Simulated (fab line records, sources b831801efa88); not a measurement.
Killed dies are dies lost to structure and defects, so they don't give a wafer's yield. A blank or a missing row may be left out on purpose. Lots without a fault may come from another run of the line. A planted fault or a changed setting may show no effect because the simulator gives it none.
Which tool did it? | flow sky130 | 13 lots, 39 wafers sampled, at 4 steps of a route of 708

WHAT THE GAUGES READ, wafer by wafer
SKY_NWELL_THK_MEAS_02. Usual: NWELL_OXIDATION_THK 10.01 nm, standard deviation 0.21.
lot  | measured    | on            | NWELL_OXIDATION_THK (nm) | flag
L352 | day 2 11:05 | film_metro-02 | 9.80 9.69 9.83           |
L353 | day 2 16:44 | film_metro-01 | 10.31 10.15 10.17        |
L354 | day 3 00:50 | film_metro-03 | 9.91 9.97 10.22          |
L357 | day 3 13:39 | film_metro-01 | 9.83 9.93 9.79           |
L358 | day 3 22:25 | film_metro-03 | 9.95 9.94 9.96           |
L359 | day 4 05:21 | film_metro-01 | 10.00 10.05 10.09        |
L360 | day 4 08:11 | film_metro-03 | 10.12 10.06 9.93         |
L363 | day 4 21:32 | film_metro-01 | 10.11 9.86 10.00         |
L371 | day 6 13:10 | film_metro-03 | 9.75 9.60 9.69           |
L372 | day 6 18:50 | film_metro-01 | 9.72 9.72 9.66           |
L373 | day 7 00:32 | film_metro-01 | 10.09 10.12 10.12        |
L374 | day 7 07:02 | film_metro-01 | 9.75 9.56 9.80           |
L375 | day 7 12:26 | film_metro-03 | 10.16 10.14 10.03        |

SKY_LDD_N_OVL_MEAS_07. Usual: LDD_N_OVL 0.4 nm, standard deviation 1.1.
lot  | measured     | on         | LDD_N_OVL (nm) | flag
L352 | day 17 13:18 | overlay-01 | 0.3 -0.1 -1.5  |
L353 | day 17 21:13 | overlay-02 | 0.9 -1.3 -0.9  |
L354 | day 18 15:58 | overlay-01 | -1.2 -0.5 -0.1 |
L357 | day 19 14:04 | overlay-01 | -2.3 0.2 -1.3  |
L358 | day 20 07:55 | overlay-02 | 1.1 1.1 -0.2   |
L359 | day 20 19:03 | overlay-02 | 1.4 1.1 1.2    |
L360 | day 20 20:04 | overlay-02 | 0.7 0.5 0.5    |
L363 | day 21 22:55 | overlay-01 | 1.7 2.2 1.9    |
L371 | day 24 14:43 | overlay-01 | 2.2 1.3 0.4    |
L372 | day 25 01:10 | overlay-01 | 2.4 0.3 2.1    |
L373 | day 25 08:13 | overlay-02 | -0.4 -0.7 0.6  |
L374 | day 25 15:16 | overlay-02 | 0.7 1.6 -0.1   |
L375 | day 25 19:42 | overlay-01 | -1.5 -0.2 -0.2 |

SKY_LDD_LDN_OVL_MEAS_07. Usual: LDD_LDN_OVL 0.6 nm, standard deviation 1.4.
lot  | measured     | on         | LDD_LDN_OVL (nm) | flag
L352 | day 22 16:51 | overlay-01 | 0.5 -0.6 1.0     |
L353 | day 22 23:43 | overlay-01 | -0.6 -1.8 0.1    |
L354 | day 23 19:31 | overlay-02 | -1.4 0.1 -0.9    |
L357 | day 24 16:39 | overlay-02 | 2.1 0.4 2.3      |
L358 | day 25 09:25 | overlay-02 | 2.1 2.2 3.7      |
L359 | day 25 21:51 | overlay-02 | 3.5 1.8 3.5      |
L360 | day 25 22:10 | overlay-02 | 0.1 0.0 -0.3     |
L363 | day 26 22:04 | overlay-02 | 0.7 -1.9 -1.9    |
L371 | day 29 09:58 | overlay-02 | 0.1 0.4 0.3      |
L372 | day 29 19:37 | overlay-02 | -0.3 0.8 1.8     |
L373 | day 30 01:45 | overlay-01 | 2.4 1.5 3.3      |
L374 | day 30 10:43 | overlay-01 | 0.7 1.0 0.1      |
L375 | day 30 13:34 | overlay-01 | 1.3 0.7 -0.7     |

WHICH TOOL RAN EACH LOT (tool, then ch and the chambers of the sampled wafers, then the start)
lot  | SKY_PWDE_EXPOSE_04
L352 | iline_stepper-02 ch 0, day 3 10:00
L353 | iline_stepper-02 ch 0, day 3 15:46
L354 | iline_stepper-02 ch 0, day 4 00:05
L357 | iline_stepper-02 ch 0, day 4 15:02
L358 | iline_stepper-01 ch 0, day 4 23:34
L359 | iline_stepper-02 ch 0, day 5 05:59
L360 | iline_stepper-02 ch 0, day 5 09:21
L363 | iline_stepper-02 ch 0, day 6 00:49
L371 | iline_stepper-02 ch 0, day 7 18:29
L372 | iline_stepper-02 ch 0, day 7 23:54
L373 | iline_stepper-02 ch 0, day 8 07:00
L374 | iline_stepper-02 ch 0, day 8 12:53
L375 | iline_stepper-02 ch 0, day 8 18:48
- SKY_PWDE_EXPOSE_04: exposes mask PWDEM, target cd 840 nm.

WHAT THE TOOLS THEMSELVES READ (means of the sampled wafers that have a number; where no wafer has one, the mark that the record gives instead)
The record holds no such reading with a usual standard deviation.

THE ANSWER, worked out from the rows above alone
Rule: a lot is off if the mean of its wafers that have a number lies more than 3 standard deviations from the usual mean. A lot without any number at a reading at which 4 lots or more have one is off too. The other lots that the step has rows for count as sound. The gauges are gone through in route order, then the tools' own readings, and for those a lot's mean is taken as printed above. The first step at which some lot is off is used, and at that step the reading that is off furthest; a lot without a number counts as furthest.
No lot is off at any reading shown: from this, nothing can be told.

WHAT THE SIMULATOR HAD PUT IN
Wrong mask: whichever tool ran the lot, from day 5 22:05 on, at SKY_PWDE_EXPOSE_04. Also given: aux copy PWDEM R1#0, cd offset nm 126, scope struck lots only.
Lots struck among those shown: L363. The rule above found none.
